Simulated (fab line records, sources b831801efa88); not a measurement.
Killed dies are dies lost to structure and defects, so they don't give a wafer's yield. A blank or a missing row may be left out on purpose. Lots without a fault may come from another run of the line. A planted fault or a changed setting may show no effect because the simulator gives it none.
fab line records | flow sky130
record lots=14 wafers=40 last_day=50
route steps=708 shown SONOS_TUNNEL@161 SONOS_ONO@181 GATE_OXIDE@189
lots that met no fault: from a run of the same line without faults
start_h: hours from the record's first day to the start of the lot's first wafer shown | wait_h: hours since the lot's step before | " the same as in the row above | L1.1+2: a row that stands for several wafers | - no value, or no start given | * or withheld: withheld | < > ~ a bound
route shown NAME@n: a module of which the file shows steps, and the number in the route of the first | usual: mean/standard deviation of fault-free wafers | same: alike in all rows | chamber/n: place in a boat | sites: the reading at each site | _std_site: their standard deviation | _edge_site: outer sites' mean less inner sites' | radius_mm: how far each site lies from the wafer's centre | mask NAME#n: copy n | behind: the tool/chamber that last shaped the wafer | hold: why the lot was held/for how many hours/how that ended | device: the transistor (n, p or np) that didn't switch | end of line: the same wafers' tests at the end of the route | a step without rows: its recipe alone | killed: dies lost to structure and defects at the first sort, not the wafer's yield | map: a wafer's dies, x killed, . not, _ none there
set.NAME: the setting as run; set.NAME@STEP: as run at that earlier step | model.NAME: the simulator's own value behind a step, which no gauge read
steps of the route over a sample of lots; a table a step, a row a wafer
services: from which hour (start_h, from the record's first day; less than 0 if before it) a tool's chamber was out of use, for how many hours, and why
## steps
# step SKY_SONOS_TUNNEL_CD_MEAS_07
# recipe target_cd_nm=410
# usual cd_nm=409.1/2.1
# columns lot.wafer tool chamber start_h wait_h cd_nm
L808.1 cd_sem-02 - 246.77 0.1 410.4
L808.4 " - " " 410.9
L808.5 " - " " 409.7
L809.2 cd_sem-01 - 256.11 0.1 407.5
L809.3 " - " " 407.7
L809.5 " - " " 409.6
L811.1 cd_sem-01 - 275.79 0.1 407.8
L811.3 " - " " 408.4
L811.5 " - " " 408.1
L812.2 cd_sem-02 - 278.79 0.1 407.9
L812.5 " - " " 408.2
L812.6 " - " " 408.5
L814.1 cd_sem-01 - 294.46 0.1 406.4
L814.2 " - " " 405.7
L814.3 " - " " 406.2
L815.1 cd_sem-01 - 299.96 0.1 411.4
L815.4 " - " " 411.5
L815.5 " - " " 411.8
L816.2 cd_sem-02 - 308.23 0.1 408.3
L816.3 " - " " 406.5
L816.4 " - " " 407.8
L817.3 cd_sem-01 - 312.28 0.1 411.1
L817.5 " - " " 409.7
L817.6 " - " " 410.5
L819.2 cd_sem-01 - 335.69 0.1 409.1
L819.4 " - " " 409.8
L819.5 " - " " 408.8
L820.2 cd_sem-01 - 343.06 0.1 410.3
L820.4 " - " " 411.6
L820.6 " - " " 410.7
L825.2 cd_sem-01 - 376.36 0.1 412.1
L825.4 " - " " 410.8
L826.1 cd_sem-02 - 382.27 0.1 408.9
L826.2 " - " " 409.6
L826.4 " - " " 410.5
L828.1 cd_sem-01 - 397.62 0.1 411.9
L828.2 " - " " 410.0
L831.1 cd_sem-02 - 419.74 0.1 412.3
L831.3 " - " " 412.5
L831.6 " - " " 410.6
# step SKY_SONOS_ONO_CD_MEAS_13
# recipe target_cd_nm=410
# usual cd_nm=409.9/2.3
# columns lot.wafer tool chamber start_h wait_h cd_nm
L808.1 cd_sem-02 - 277.38 0.1 409.8
L808.4 " - " " 410.0
L808.5 " - " " 410.9
L809.2 cd_sem-01 - 287.19 0.1 413.8
L809.3 " - " " 412.0
L809.5 " - " " 411.2
L811.1 cd_sem-01 - 308.68 0.1 405.2
L811.3 " - " " 404.7
L811.5 " - " " 402.9
L812.2 cd_sem-02 - 310.50 0.1 409.8
L812.5 " - " " 409.0
L812.6 " - " " 409.8
L814.1 cd_sem-01 - 325.21 0.1 411.8
L814.2 " - " " 412.3
L814.3 " - " " 413.3
L815.1 cd_sem-02 - 332.31 0.1 411.4
L815.4 " - " " 409.8
L815.5 " - " " 411.7
L816.2 cd_sem-01 - 341.55 0.1 411.2
L816.3 " - " " 410.8
L816.4 " - " " 412.0
L817.3 cd_sem-02 - 344.01 0.1 407.3
L817.5 " - " " 411.5
L817.6 " - " " 412.1
L819.2 cd_sem-01 - 371.59 0.1 407.4
L819.4 " - " " 409.7
L819.5 " - " " 408.7
L820.2 cd_sem-02 - 377.89 0.1 406.3
L820.4 " - " " 406.4
L820.6 " - " " 406.8
L825.2 cd_sem-02 - 412.39 0.1 408.0
L825.4 " - " " 407.2
L826.1 cd_sem-01 - 421.18 0.1 412.9
L826.2 " - " " 411.9
L826.4 " - " " 409.8
L828.1 cd_sem-02 - 437.04 0.2 411.1
L828.2 " - " " 411.0
L831.1 cd_sem-01 - 460.03 0.2 413.4
L831.3 " - " " 414.6
L831.6 " - " " 412.6
# step SKY_GATE_OXIDE_THK_MEAS_02
# recipe reads=SiO2_of_GATE_OXIDE_OXIDATION_01
# usual GATE_OXIDE_OXIDATION_00_THK=10.37/0.2
# columns lot.wafer tool chamber start_h wait_h GATE_OXIDE_OXIDATION_00_THK[nm]
L808.1 film_metro-03 - 283.30 0.0 10.34
L808.4 " - " " 10.10
L808.5 " - " " 10.20
L809.2 film_metro-03 - 290.93 0.0 10.68
L809.3 " - " " 10.42
L809.5 " - " " 10.38
L811.1 film_metro-02 - 312.18 0.0 9.95
L811.3 " - " " 9.94
L811.5 " - " " 10.05
L812.2 film_metro-02 - 313.60 0.0 10.18
L812.5 " - " " 10.46
L812.6 " - " " 10.08
L814.1 film_metro-04 - 328.04 0.0 10.62
L814.2 " - " " 10.63
L814.3 " - " " 10.68
L815.1 film_metro-04 - 335.78 0.0 10.70
L815.4 " - " " 10.55
L815.5 " - " " 10.73
L816.2 film_metro-04 - 345.37 0.0 10.20
L816.3 " - " " 10.28
L816.4 " - " " 10.35
L817.3 film_metro-03 - 346.85 0.0 10.70
L817.5 " - " " 10.52
L817.6 " - " " 10.62
L819.2 film_metro-02 - 381.03 0.0 10.81
L819.4 " - " " 10.76
L819.5 " - " " 10.73
L820.2 film_metro-04 - 381.03 0.0 10.57
L820.4 " - " " 10.77
L820.6 " - " " 10.47
L825.2 film_metro-03 - 421.01 0.0 10.25
L825.4 " - " " 10.21
L826.1 film_metro-03 - 428.16 0.0 10.46
L826.2 " - " " 10.15
L826.4 " - " " 10.22
L828.1 film_metro-03 - 438.93 0.0 10.36
L828.2 " - " " 10.41
L831.1 film_metro-03 - 461.91 0.0 10.34
L831.3 " - " " 10.37
L831.6 " - " " 10.27
# step SKY_GATE_OXIDE_IMPLANT_11
# recipe species=B energy_kev=10 dose_cm2=2.6e+12 tilt_deg=withheld
# usual dose_ions_cm2=2.5999e+12/2.6e+09
# columns lot.wafer tool chamber start_h wait_h dose_ions_cm2
L808.1 implanter-01 0 307.17 0.0 2.6033e+12
L808.4 " 0 " " 2.5996e+12
L808.5 " 0 " " 2.6021e+12
L809.2 implanter-02 0 316.65 0.0 2.6008e+12
L809.3 " 0 " " 2.6008e+12
L809.5 " 0 " " 2.5994e+12
L811.1 implanter-03 0 338.72 0.0 2.5991e+12
L811.3 " 0 " " 2.5982e+12
L811.5 " 0 " " 2.5989e+12
L812.2 implanter-03 0 339.93 0.0 2.5996e+12
L812.5 " 0 " " 2.6005e+12
L812.6 " 0 " " 2.6024e+12
L814.1 implanter-03 0 355.31 0.0 2.5985e+12
L814.2 " 0 " " 2.5973e+12
L814.3 " 0 " " 2.5944e+12
L815.1 implanter-03 0 362.62 0.0 2.6e+12
L815.4 " 0 " " 2.601e+12
L815.5 " 0 " " 2.5988e+12
L816.2 implanter-03 0 372.84 0.0 2.5997e+12
L816.3 " 0 " " 2.602e+12
L816.4 " 0 " " 2.604e+12
L817.3 implanter-02 0 374.47 0.1 2.5995e+12
L817.5 " 0 " " 2.5995e+12
L817.6 " 0 " " 2.5982e+12
L819.2 implanter-03 0 408.45 0.0 2.5978e+12
L819.4 " 0 " " 2.5949e+12
L819.5 " 0 " " 2.5971e+12
L820.2 implanter-01 0 408.75 0.0 2.6e+12
L820.4 " 0 " " 2.5996e+12
L820.6 " 0 " " 2.5967e+12
L825.2 implanter-03 0 450.54 0.0 2.5955e+12
L825.4 " 0 " " 2.5987e+12
L826.1 implanter-02 0 457.77 0.0 2.6055e+12
L826.2 " 0 " " 2.6017e+12
L826.4 " 0 " " 2.602e+12
L828.1 implanter-03 0 469.01 0.0 2.599e+12
L828.2 " 0 " " 2.6021e+12
L831.1 implanter-02 0 492.36 0.0 2.5992e+12
L831.3 " 0 " " 2.5973e+12
L831.6 " 0 " " 2.5937e+12
# step SKY_GATE_OXIDE_TW_MEAS_14
# usual GATE_OXIDE_TW=225.8/1.9
# columns lot.wafer tool chamber start_h wait_h GATE_OXIDE_TW
L808.1 film_metro-03 - 307.54 0.1 224.5
L808.4 " - " " 225.0
L808.5 " - " " 226.6
L809.2 film_metro-03 - 316.99 0.1 224.5
L809.3 " - " " 223.4
L809.5 " - " " 224.7
L811.1 film_metro-02 - 339.07 0.1 225.2
L811.3 " - " " 225.1
L811.5 " - " " 225.0
L812.2 film_metro-03 - 340.27 0.1 225.6
L812.5 " - " " 225.5
L812.6 " - " " 226.0
L814.1 film_metro-03 - 355.66 0.1 223.7
L814.2 " - " " 224.0
L814.3 " - " " 225.6
L815.1 film_metro-03 - 362.97 0.1 225.3
L815.4 " - " " 225.7
L815.5 " - " " 225.1
L816.2 film_metro-04 - 373.17 0.1 227.2
L816.3 " - " " 227.8
L816.4 " - " " 226.8
L817.3 film_metro-03 - 374.79 0.1 224.5
L817.5 " - " " 225.5
L817.6 " - " " 224.2
L819.2 film_metro-03 - 408.78 0.1 223.6
L819.4 " - " " 223.5
L819.5 " - " " 224.4
L820.2 film_metro-02 - 409.08 0.1 226.1
L820.4 " - " " 224.8
L820.6 " - " " 224.4
L825.2 film_metro-03 - 450.89 0.1 218.3
L825.4 " - " " 222.8
L826.1 film_metro-02 - 458.12 0.1 224.8
L826.2 " - " " 224.5
L826.4 " - " " 224.2
L828.1 film_metro-03 - 469.36 0.1 220.4
L828.2 " - " " 220.2
L831.1 film_metro-04 - 492.71 0.1 228.5
L831.3 " - " " 228.7
L831.6 " - " " 229.9
## services
# columns tool chamber start_h hours kind
implanter-03 - 312.40 12.3 pm
implanter-03 - 324.66 4.5 pm
implanter-01 - 335.55 2.5 repair
implanter-02 - 337.54 4.0 pm
implanter-03 - 368.28 1.3 repair
implanter-02 - 368.67 5.6 pm
implanter-02 - 391.72 1.5 repair
implanter-01 - 414.97 3.4 repair
implanter-02 - 432.72 0.6 repair
implanter-01 - 439.32 3.5 repair
implanter-01 - 439.95 1.0 repair
implanter-01 - 492.46 4.3 pm
## key
first_sign step=SKY_GATE_OXIDE_TW_MEAS_14 reading=GATE_OXIDE_TW direction=down sigmas=3.3 usual=225.8 struck=219.6
effect none on later readings
met_at SKY_GATE_OXIDE_IMPLANT_11
struck_lots L825,L828
struck_wafers L825.2,L828.1,L828.2
tester_left_out L825,L828
not_acting_at SKY_SONOS_TUNNEL_CD_MEAS_07,SKY_SONOS_ONO_CD_MEAS_13,SKY_GATE_OXIDE_THK_MEAS_02
onset_between 408.45 450.54
fault kind=process_parameter_drift tool=implanter-03 chamber=- onset_h=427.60 steps=SKY_GATE_OXIDE_IMPLANT_11 channel=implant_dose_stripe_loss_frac offset=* shape=step end_h=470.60 scope=struck_wafers_only
# tester_left_out: of these lots the tester's yield and bins aren't shown, on N5 and GAA mostly nor the transistor test; their killed dies are dies lost to structure and defects alone, not to doping, threshold or leakage, so they don't give the yield
